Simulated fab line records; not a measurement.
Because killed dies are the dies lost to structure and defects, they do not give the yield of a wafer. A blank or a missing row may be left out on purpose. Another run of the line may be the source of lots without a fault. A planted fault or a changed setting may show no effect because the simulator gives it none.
Check of tool commonality | flow gf180mcu | 13 lots, 48 wafers sampled

## REASON IT WAS OPENED
At GF_PSD_TW_MEAS_11 the reading PSD_TW is flagged on 3 of 13 lots. No-fault wafers: 3170, standard deviation 19.
Rule: a lot gets a flag if all its wafers with a number sit over 4 standard deviations from that mean, or if no wafer of it has a number. The rest of the lots are taken to be sound.

lot  | measured     | on            | PSD_TW, wafer by wafer | flag
L419 | day 14 03:49 | film_metro-03 | 3171 3144 3181         |
L421 | day 14 23:07 | film_metro-03 | 3168 3174 3175         |
L422 | day 15 01:37 | film_metro-03 | 3164 3181 3179         |
L425 | day 16 15:01 | film_metro-04 | 3146 3142 3139         |
L426 | day 16 19:04 | film_metro-03 | 3194 3179 3176         |
L427 | day 16 22:11 | film_metro-04 | 30 30 30 30 30 30      | FLAGGED
L428 | day 17 18:49 | film_metro-04 | 30 30 30 30 30 30      | FLAGGED
L429 | day 17 19:13 | film_metro-03 | 30 30 30 30 30 30      | FLAGGED
L435 | day 19 15:08 | film_metro-03 | 3189 3183 3183         |
L437 | day 20 13:38 | film_metro-03 | 3164 3192 3177         |
L440 | day 21 16:34 | film_metro-03 | 3188 3195 3186         |
L441 | day 22 02:52 | film_metro-04 | 3152 3147 3152         |
L442 | day 22 08:25 | film_metro-03 | 3194 3179 3179         |
Averaged over the flagged lots the numbers come to 30, -3140 from the usual (-99 or more standard deviations).

## WHICH TOOL EACH LOT WENT THROUGH
Before the reading, the record contains 2 process steps out of a 602-step route. In each cell: the tool, then ch and the chambers that the sampled wafers went through, then the start.
lot  | flag    | GF_HV_LDD_STRIP_49                   | GF_PSD_DEVELOP_06
L419 |         | plasma_asher-01 ch 0,1, day 12 07:55 | litho_track-04 ch 0, day 14 03:16
L421 |         | plasma_asher-01 ch 0,1, day 13 01:58 | litho_track-04 ch 0, day 14 22:34
L422 |         | plasma_asher-02 ch 0,1, day 13 04:45 | litho_track-04 ch 0, day 15 01:05
L425 |         | plasma_asher-01 ch 0,1, day 14 16:46 | litho_track-01 ch 0, day 16 14:27
L426 |         | plasma_asher-02 ch 0,1, day 14 19:05 | litho_track-04 ch 0, day 16 18:31
L427 | FLAGGED | plasma_asher-02 ch 0,1, day 14 21:49 | litho_track-04 ch 0, day 16 21:40
L428 | FLAGGED | plasma_asher-04 ch 0,1, day 15 16:22 | litho_track-04 ch 0, day 17 18:16
L429 | FLAGGED | plasma_asher-02 ch 0,1, day 15 17:07 | litho_track-04 ch 0, day 17 18:37
L435 |         | plasma_asher-01 ch 0,1, day 17 10:59 | litho_track-03 ch 0, day 19 14:35
L437 |         | plasma_asher-04 ch 0,1, day 18 08:23 | litho_track-01 ch 0, day 20 13:02
L440 |         | plasma_asher-02 ch 0,1, day 19 12:19 | litho_track-01 ch 0, day 21 16:00
L441 |         | plasma_asher-01 ch 0,1, day 19 23:34 | litho_track-01 ch 0, day 22 02:18
L442 |         | plasma_asher-02 ch 0,1, day 20 05:24 | litho_track-01 ch 0, day 22 07:52
What these steps do:
- GF_HV_LDD_STRIP_49: strips in O2/N2.
- GF_PSD_DEVELOP_06: develop time 60 s.
- GF_PSD_TW_MEAS_11

## FLAGGED OVER TOTAL, TOOL BY TOOL (the gauges that took the reading come last)
step               | tool            | lots run | flagged | share of the flagged lots | sound lots run after its first flagged lot
GF_HV_LDD_STRIP_49 | plasma_asher-01 | 5        | 0       | none                      | -
GF_HV_LDD_STRIP_49 | plasma_asher-02 | 6        | 2       | some                      | 2 (L440,L442)
GF_HV_LDD_STRIP_49 | plasma_asher-04 | 2        | 1       | some                      | 1 (L437)
GF_PSD_DEVELOP_06  | litho_track-01  | 5        | 0       | none                      | -
GF_PSD_DEVELOP_06  | litho_track-03  | 1        | 0       | none                      | -
GF_PSD_DEVELOP_06  | litho_track-04  | 7        | 3       | all                       | 0
GF_PSD_TW_MEAS_11  | film_metro-03   | 9        | 1       | some                      | 4 (L435,L437,L440,L442)
GF_PSD_TW_MEAS_11  | film_metro-04   | 4        | 2       | some                      | 1 (L441)

## WHAT THE TABLE PERMITS
In the table, 1 row covers all flagged lots: litho_track-04 at GF_PSD_DEVELOP_06.
- litho_track-04 at GF_PSD_DEVELOP_06 ran 7 lots, 3 of them flagged. A fault beginning between L426 (day 16 18:31), its last sound lot, and L427 (day 16 21:40), its first flagged one, fits the data.
litho_track-04 at GF_PSD_DEVELOP_06 is the single tool remaining.

## WHAT HAD BEEN PUT IN BY THE SIMULATOR
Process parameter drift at GF_PSD_DEVELOP_06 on litho_track-04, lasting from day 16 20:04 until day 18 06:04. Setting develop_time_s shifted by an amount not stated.
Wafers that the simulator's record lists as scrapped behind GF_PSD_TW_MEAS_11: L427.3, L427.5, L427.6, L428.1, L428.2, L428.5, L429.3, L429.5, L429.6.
Struck lots among those shown: L427, L428, L429. The rule above found the same.
